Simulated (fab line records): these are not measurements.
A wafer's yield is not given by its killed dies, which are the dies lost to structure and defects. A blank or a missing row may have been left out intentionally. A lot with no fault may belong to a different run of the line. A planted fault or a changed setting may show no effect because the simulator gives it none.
A lot that was struck, set against a sound lot ; flow sky130 ; 20 out of 708 route steps
Sound: wafers L550.1, L550.2, L550.6. Wafers L559.1, L559.3, L559.4 were the ones struck. Last of all comes the cause.
Order at every step that has rows: each side's tool, ch and its chambers, its first start. Under that, the readings that differ: sound wafers ; struck wafers ; difference of the means ; sigmas: that difference in standard deviations of wafers without a fault.
alike: readings with means less than 2 such deviations apart, plus words and numbers identical on both sides. not compared: withheld readings, readings lacking a value on some wafer, bounds such as >300 that could conceal the same value, and numbers that have no deviation in the record and whose values overlap.
A row with sigmas, a row that says differs or no value, or rows on one side alone: a step with any of these is where the two part. Non-overlapping numbers with no deviation appear without sigmas and do not part them. A reading missing from all wafers of one side parts the sides only when that side holds two or more wafers.

SKY_FIELD_ISO_BOW_MEAS_00:
  sound on film-metro-01 at day 2 01:00; struck on film-metro-03 at day 3 22:00
  alike: INCOMING_BOW
then, 1 step without rows for these wafers: SKY_FIELD_ISO_OXIDATION_01 (stabilise 600 s, purge 300 s, target thk 12 nm).
SKY_FIELD_ISO_THK_MEAS_02:
  sound on film-metro-01 at day 2 06:04; struck on film-metro-01 at day 3 23:44
  alike: FIELD_ISO_OXIDATION_00_THK
then, 1 step without rows for these wafers: SKY_FIELD_ISO_CVD_03 (deposits Si3N4 from DCS/NH3, target thk 165 nm, time 2830 s).
SKY_FIELD_ISO_THK_MEAS_04:
  sound on film-metro-03 at day 2 07:55; struck on film-metro-01 at day 4 01:35
  alike: FIELD_ISO_CVD_03_THK
then, 5 steps without rows for these wafers: SKY_FIELD_ISO_DEHYDRATE_05 (time 60 s); SKY_FIELD_ISO_HMDS_06 (prime time 60 s); SKY_FIELD_ISO_COAT_07 (resist thk 60 nm); SKY_FIELD_ISO_COAT_08 (resist thk 450 nm); SKY_FIELD_ISO_SOFTBAKE_09 (time 90 s).
SKY_FIELD_ISO_EXPOSE_10: exposes mask FOM, target cd 150 nm.
  sound on krf-scanner-01 ch 0, day 2 14:56; struck on krf-scanner-02 ch 0, day 4 10:13
reading;sound;struck;difference;sigmas
exposure-dose-mJ-cm2;27.97 27.97 27.99;34.09 34.12 34.10;+6.13;+75
  alike: mask
then, 2 steps without rows for these wafers: SKY_FIELD_ISO_PEB_11; SKY_FIELD_ISO_DEVELOP_12 (develop time 60 s).
SKY_FIELD_ISO_CD_MEAS_13: the cd target is 150 nm.
  sound on cd-sem-02 at day 2 22:47; struck on cd-sem-02 at day 4 18:23
reading;sound;struck;difference;sigmas
cd-nm (nm);150.2 151.6 151.1;110.8 109.3 110.6;-40.7;-24
SKY_FIELD_ISO_ETCH_14: etches BARC in N2/H2, stops on SiO2, time 45.9 s, target depth 60 nm.
  sound on rie-diel-02 ch 1,3, day 2 22:55; struck on rie-diel-03 ch 0,1,2, day 4 18:30
reading;sound;struck;difference;sigmas
model.FIELD_ISO.cd-nm (nm);149.4 153 152.7;109.1 109.5 111.1;-41.8;
  alike: drypump-motor-current-A, oes-product-au, throttle-valve-pct
  not compared: rf-hours-counter-h
SKY_FIELD_ISO_ETCH_15: etches the open film in CHF3/O2, stops on Si, target depth 180 nm, time 72 s.
  sound on rie-diel-02 ch 1,3, day 2 22:57; struck on rie-diel-03 ch 0,1,2, day 4 18:32
  alike: drypump-motor-current-A, oes-product-au, throttle-valve-pct
  not compared: rf-hours-counter-h
SKY_FIELD_ISO_STRIP_16: strips in O2/N2.
  sound on plasma-asher-04 ch 0,1, day 2 23:01; struck on plasma-asher-03 ch 0,1, day 4 18:36
  alike: drypump-motor-current-A, oes-product-au, strip-time-to-endpoint-s
  not compared: rf-hours-counter-h
SKY_FIELD_ISO_ETCH_17: etches Si in HBr/Cl2/O2, target depth 342 nm, time 97.7 s.
  sound on rie-si-02 ch 1,3, day 2 23:07; struck on rie-si-01 ch 1,2,3, day 4 18:42
reading;sound;struck;difference;sigmas
model.FIELD_ISO.cd-nm (nm);150.9 152.6 152.3;109.7 108 110.6;-42.5;
  alike: drypump-motor-current-A, oes-product-au, throttle-valve-pct
  not compared: rf-hours-counter-h
then, 1 step without rows for these wafers: SKY_FIELD_ISO_WET_ETCH_18 (etches Si3N4 in H3PO4, target depth 25 nm, time 286 s).
-- a jump in the record: the struck wafers' starts before and after are 44 days apart (it breaks off in module FIELD_ISO and resumes in module PAD_OPEN, where the first step shown is number 708 of the route) --
SKY_PAD_OPEN_PROBE_99:
  sound on prober-01 at day 47 02:38; struck on prober-02 at day 48 17:59
reading;sound;struck;difference;sigmas
killed-at-front-end;17 12 11;407 411 423;+400;+95
killed-dies;88 96 72;487 486 486;+401;+48
killed-on-rim;22 15 14;94 92 92;+76;+20
  alike: killed_at_M0_to_M3, killed_at_M4_up, killed-at-contacts, killed-at-other, killed-open, killed-short

== WHERE THEY PART ==
First at SKY_FIELD_ISO_EXPOSE_10; last, within this record, at SKY_PAD_OPEN_PROBE_99.

WHY: whatever the simulator had introduced
Process parameters drifting: krf-scanner-02 at SKY_FIELD_ISO_EXPOSE_10, beginning at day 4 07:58. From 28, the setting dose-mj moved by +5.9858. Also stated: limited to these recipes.
